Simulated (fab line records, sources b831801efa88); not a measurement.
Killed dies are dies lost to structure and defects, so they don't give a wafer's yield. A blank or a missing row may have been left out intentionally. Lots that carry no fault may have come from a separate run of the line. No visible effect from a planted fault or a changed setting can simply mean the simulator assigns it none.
Which tool did it? + flow gf180mcu + 7 lots with 21 wafers sampled at 2 steps, on a route of 602 steps

== WHAT EACH GAUGE READ, for each wafer ==
GF_MVSD_OVL_MEAS_07.
| lot  | measured     | on         | MVSD_OVL (nm) |
|------|--------------|------------|---------------|
| L365 | day 4 22:10  | overlay-02 | 0.2 0.4 0.3   |
| L367 | day 5 09:19  | overlay-01 | 1.0 1.7 2.5   |
| L374 | day 7 01:58  | overlay-02 | - - -         |
| L379 | day 8 07:40  | overlay-01 | 0.2 1.0 1.2   |
| L382 | day 9 01:40  | overlay-02 | 0.5 0.9 0.8   |
| L384 | day 9 13:43  | overlay-01 | -0.5 1.4 -0.1 |
| L386 | day 10 00:07 | overlay-02 | -1.8 0.0 -1.9 |

== WHAT TOOL EACH LOT RAN ON (gives the tool, then ch and the chambers of the sampled wafers, and finally the start) ==
| lot  | GF_MVSD_COAT_02                  |
|------|----------------------------------|
| L365 | litho track-02 ch 0, day 4 14:56 |
| L367 | litho track-03 ch 0, day 5 01:55 |
| L374 | litho track-01, day 6 18:31      |
| L379 | litho track-01 ch 0, day 7 23:17 |
| L382 | litho track-02 ch 0, day 8 17:04 |
| L384 | litho track-02 ch 0, day 9 05:23 |
| L386 | litho track-01 ch 0, day 9 14:40 |
- GF_MVSD_COAT_02: resist thk 3000 nm.

== THE ANSWER, worked out from the rows above alone ==
Rule: the usual values come from the lots themselves. The widest of any qualifying gaps counts: lots, ordered by their means at a reading, are off when they make up no more than a third of the lots, leave a main group of 4 or more, and stand apart from it by 3 or more times the standard deviation of that group's means. Not used: any main group whose means are identical at the precision the tables above print for the reading. Also off: a lot with no number at a reading for which 4 or more lots have one. All remaining lots with rows at the step are treated as sound.
Off: at GF_MVSD_OVL_MEAS_07 (MVSD_OVL), L374. Without a number there: L374. Mean 0.4 nm and standard deviation 0.89 in the main group.
A tool fits if, at a process step before that reading, it ran every lot that is off, and no sound lot after the first of them. The gauges at GF_MVSD_OVL_MEAS_07 are tried like those tools. Not one of the candidates tried fits.

== WHAT HAD BEEN PUT IN BY THE SIMULATOR ==
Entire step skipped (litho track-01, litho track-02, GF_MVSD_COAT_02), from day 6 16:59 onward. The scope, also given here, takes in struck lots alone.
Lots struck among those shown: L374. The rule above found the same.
